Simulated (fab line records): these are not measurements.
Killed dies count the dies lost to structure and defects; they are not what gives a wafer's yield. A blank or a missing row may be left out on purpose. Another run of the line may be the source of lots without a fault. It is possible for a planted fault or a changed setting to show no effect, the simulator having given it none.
Which of the tools did it? -- flow gf180mcu -- 42 wafers from 14 lots sampled at 5 of the route's 602 steps

WHAT EACH GAUGE READ, for each wafer
No reading from a measuring or inspecting step in the record can be judged against a usual standard deviation.

TOOL THAT RAN EACH LOT (tool first, then ch and the chambers of the sampled wafers, then the start)
lot,GF_STI_ETCH_14,GF_SALICIDE_SPUTTER_03,GF_SALICIDE_RTA_06,GF_SALICIDE_RTA_08,GF_CONTACT_CVD_00
L704,"rie_si-02 ch 1,2,3, day 2 01:31","pvd_sputter-03, day 15 11:43","rtp_anneal-02 ch 0, day 15 11:57","rtp_anneal-01 ch 0, day 15 12:08","hdpcvd-01 ch 0,1, day 15 12:13"
L705,"rie_si-02 ch 0,1,2, day 2 06:32","pvd_sputter-03, day 15 21:11","rtp_anneal-02 ch 0, day 15 21:23","rtp_anneal-01 ch 0, day 15 21:35","hdpcvd-02 ch 0,1,2, day 15 21:41"
L706,"rie_si-01 ch 0,3, day 2 11:58","pvd_sputter-02, day 16 08:44","rtp_anneal-01 ch 0, day 16 08:56","rtp_anneal-02 ch 0, day 16 09:07","hdpcvd-02 ch 1,2, day 16 09:13"
L709,"rie_si-02 ch 0,1, day 3 05:50","pvd_sputter-02, day 17 07:23","rtp_anneal-01 ch 0, day 17 07:37","rtp_anneal-02 ch 0, day 17 07:49","hdpcvd-02 ch 1,2, day 17 07:53"
L711,"rie_si-01 ch 1,2,3, day 3 15:04","pvd_sputter-03, day 17 12:44","rtp_anneal-01 ch 0, day 17 12:58","rtp_anneal-02 ch 0, day 17 13:10","hdpcvd-02 ch 0,2, day 17 13:13"
L712,"rie_si-01 ch 0,1,3, day 3 19:53","pvd_sputter-03, day 18 00:54","rtp_anneal-02 ch 0, day 18 01:11","rtp_anneal-01 ch 0, day 18 01:26","hdpcvd-01 ch 0,1,2, day 18 01:30"
L713,"rie_si-01 ch 1,2, day 4 01:14","pvd_sputter-02, day 18 07:49","rtp_anneal-01 ch 0, day 18 08:02","rtp_anneal-02 ch 0, day 18 08:14","hdpcvd-01 ch 0,1,2, day 18 08:26"
L714,"rie_si-02 ch 0,3, day 4 04:29","pvd_sputter-03, day 18 17:52","rtp_anneal-02 ch 0, day 18 18:06","rtp_anneal-01 ch 0, day 18 18:23","hdpcvd-01 ch 1,2, day 18 18:28"
L718,"rie_si-01 ch 0,1,2, day 5 03:18","pvd_sputter-04, day 20 07:01","rtp_anneal-02, day 20 07:16","rtp_anneal-01 ch 0, day 20 07:27",-
L719,"rie_si-01 ch 2,3, day 5 07:41","pvd_sputter-02, day 20 12:19","rtp_anneal-02, day 20 12:31","rtp_anneal-02 ch 0, day 20 12:42",-
L720,"rie_si-02 ch 0,2,3, day 5 11:38","pvd_sputter-03, day 20 20:25","rtp_anneal-02 ch 0, day 20 20:38","rtp_anneal-01 ch 0, day 20 20:49","hdpcvd-02 ch 1,2, day 20 20:54"
L724,"rie_si-01 ch 0,2,3, day 6 07:59","pvd_sputter-03, day 22 03:26","rtp_anneal-02 ch 0, day 22 03:39","rtp_anneal-01 ch 0, day 22 03:50","hdpcvd-01 ch 0,2, day 22 03:56"
L725,"rie_si-02 ch 0,1, day 6 15:14","pvd_sputter-02, day 22 08:33","rtp_anneal-01 ch 0, day 22 08:49","rtp_anneal-02 ch 0, day 22 09:00","hdpcvd-01 ch 0,1,2, day 22 09:04"
L726,"rie_si-01 ch 0,1, day 6 19:16","pvd_sputter-04, day 22 17:44","rtp_anneal-02 ch 0, day 22 17:59","rtp_anneal-02 ch 0, day 22 18:10","hdpcvd-01 ch 1,2, day 22 18:16"
- GF_STI_ETCH_14: etches Si in HBr/Cl2/O2, target depth 360 nm, time 102.9 s.
- GF_SALICIDE_SPUTTER_03: material TiN, target thk 20 nm, time 16.7 s.
- GF_SALICIDE_RTA_06: time 30 s.
- GF_SALICIDE_RTA_08: time 30 s.
- GF_CONTACT_CVD_00: deposits SiO2, target thk 300 nm, time 50 s.

AS READ BY THE TOOLS THEMSELVES (means over the sampled wafers that have a number; for cases with no such wafer, the mark the record gives instead)
GF_STI_ETCH_14. Usual: O2_flow_sccm 6.001 sccm, standard deviation 0.018; bias_w 150.0 W, standard deviation 0.48; drypump_motor_current_A 5.6 A, standard deviation 0.51; mfc_cl2_sccm 39.99 sccm, standard deviation 0.11; oes_product_au 1.006 a.u., standard deviation 0.011; throttle_valve_pct 25.653 %, standard deviation 0.011.
lot,tool,O2_flow_sccm (sccm),bias_w (W),drypump_motor_current_A (A),mfc_cl2_sccm (sccm),oes_product_au (a.u.),throttle_valve_pct (%),flag
L704,rie_si-02,5.990,150.0,5.5,40.09,1.018,25.653,
L705,rie_si-02,6.001,150.3,5.6,39.94,1.006,25.662,
L706,rie_si-01,5.995,150.2,5.5,39.93,1.011,25.653,
L709,rie_si-02,5.988,150.2,5.9,40.12,1.003,25.654,
L711,rie_si-01,5.977,150.2,5.4,40.09,1.002,25.648,
L712,rie_si-01,6.018,149.8,5.8,39.88,1.004,25.655,
L713,rie_si-01,5.996,150.3,5.3,40.00,0.989,25.661,
L714,rie_si-02,6.006,149.3,5.6,40.00,1.003,25.663,
L718,rie_si-01,5.996,150.2,5.7,40.02,1.007,25.661,
L719,rie_si-01,5.990,150.2,5.1,39.87,1.011,25.656,
L720,rie_si-02,5.996,149.8,5.5,39.93,1.006,25.644,
L724,rie_si-01,6.009,149.9,5.4,39.90,1.011,25.647,
L725,rie_si-02,5.999,150.0,5.9,39.97,0.999,25.657,
L726,rie_si-01,6.005,150.1,6.2,40.02,1.008,25.647,

GF_SALICIDE_SPUTTER_03. Usual: throttle_valve_pct 29.5 %, standard deviation 1.1.
lot,tool,throttle_valve_pct (%),flag
L704,pvd_sputter-03,28.3,
L705,pvd_sputter-03,29.8,
L706,pvd_sputter-02,29.5,
L709,pvd_sputter-02,29.8,
L711,pvd_sputter-03,29.3,
L712,pvd_sputter-03,29.2,
L713,pvd_sputter-02,29.6,
L714,pvd_sputter-03,28.9,
L718,pvd_sputter-04,29.4,
L719,pvd_sputter-02,29.2,
L720,pvd_sputter-03,29.7,
L724,pvd_sputter-03,29.3,
L725,pvd_sputter-02,29.4,
L726,pvd_sputter-04,29.1,

GF_SALICIDE_RTA_06. Usual: anneal_temp_c_max 533.0, standard deviation 0.62; chamber_o2_ppm 2.001, standard deviation 0.023; lamp_power_pct 6.0 %, standard deviation 0.35; wafer_temp_C_max 533.0, standard deviation 0.69.
lot,tool,anneal_temp_c_max,chamber_o2_ppm,lamp_power_pct (%),wafer_temp_C_max,flag
L704,rtp_anneal-02,532.2,2.008,6.4,532.0,
L705,rtp_anneal-02,532.6,2.019,6.4,532.4,
L706,rtp_anneal-01,533.4,1.992,5.7,532.6,
L709,rtp_anneal-01,533.4,2.040,5.7,533.2,
L711,rtp_anneal-01,533.0,1.975,5.7,533.0,
L712,rtp_anneal-02,532.8,2.008,6.4,532.5,
L713,rtp_anneal-01,533.7,1.991,5.7,534.1,
L714,rtp_anneal-02,532.2,1.974,6.4,532.0,
L718,rtp_anneal-02,-,-,-,-,OFF
L719,rtp_anneal-02,-,-,-,-,OFF
L720,rtp_anneal-02,532.8,2.003,6.4,533.1,
L724,rtp_anneal-02,532.5,2.002,6.4,532.7,
L725,rtp_anneal-01,533.0,1.987,5.7,532.4,
L726,rtp_anneal-02,533.1,2.028,6.4,532.8,

GF_SALICIDE_RTA_08. Usual: anneal_temp_c_max 804.3, standard deviation 0.99; chamber_o2_ppm 1.997, standard deviation 0.024; lamp_power_pct 17.2 %, standard deviation 0.93; wafer_temp_C_max 804.2, standard deviation 0.89.
lot,tool,anneal_temp_c_max,chamber_o2_ppm,lamp_power_pct (%),wafer_temp_C_max,flag
L704,rtp_anneal-01,805.1,2.010,15.8,805.1,
L705,rtp_anneal-01,805.5,2.039,15.9,804.1,
L706,rtp_anneal-02,805.5,2.009,17.8,803.4,
L709,rtp_anneal-02,804.0,1.995,17.8,804.0,
L711,rtp_anneal-02,803.5,2.019,17.8,803.3,
L712,rtp_anneal-01,805.0,2.012,15.8,805.7,
L713,rtp_anneal-02,805.1,2.003,17.8,804.4,
L714,rtp_anneal-01,805.4,1.999,15.8,805.6,
L718,rtp_anneal-01,804.2,2.041,15.8,804.1,
L719,rtp_anneal-02,804.3,1.985,17.8,803.3,
L720,rtp_anneal-01,806.2,1.952,15.8,806.2,
L724,rtp_anneal-01,805.7,1.996,15.8,804.9,
L725,rtp_anneal-02,804.4,1.991,17.8,803.9,
L726,rtp_anneal-02,803.4,1.989,17.8,803.9,

THE ANSWER, worked out from the rows above alone
Rule: a lot counts as off when the mean over its wafers that have a number is more than 3 standard deviations away from the usual mean. A lot without any number at a reading at which 4 lots or more have one is off too. Any other lot the step has rows for is counted as sound. Order of review: gauges by route order, followed by the tools' own readings, for which a lot's mean as printed above is used. The first step at which some lot is off is used, and at that step the reading that is off furthest; a lot without a number counts as furthest.
Off at GF_SALICIDE_RTA_06 (anneal_temp_c_max): L718, L719. Without a number there: L718, L719.
A tool fits if, at that step or a process step before it, it ran every lot that is off, and no sound lot after the first of them. Not one of the candidates tried fits.

WHAT HAD BEEN PUT IN BY THE SIMULATOR
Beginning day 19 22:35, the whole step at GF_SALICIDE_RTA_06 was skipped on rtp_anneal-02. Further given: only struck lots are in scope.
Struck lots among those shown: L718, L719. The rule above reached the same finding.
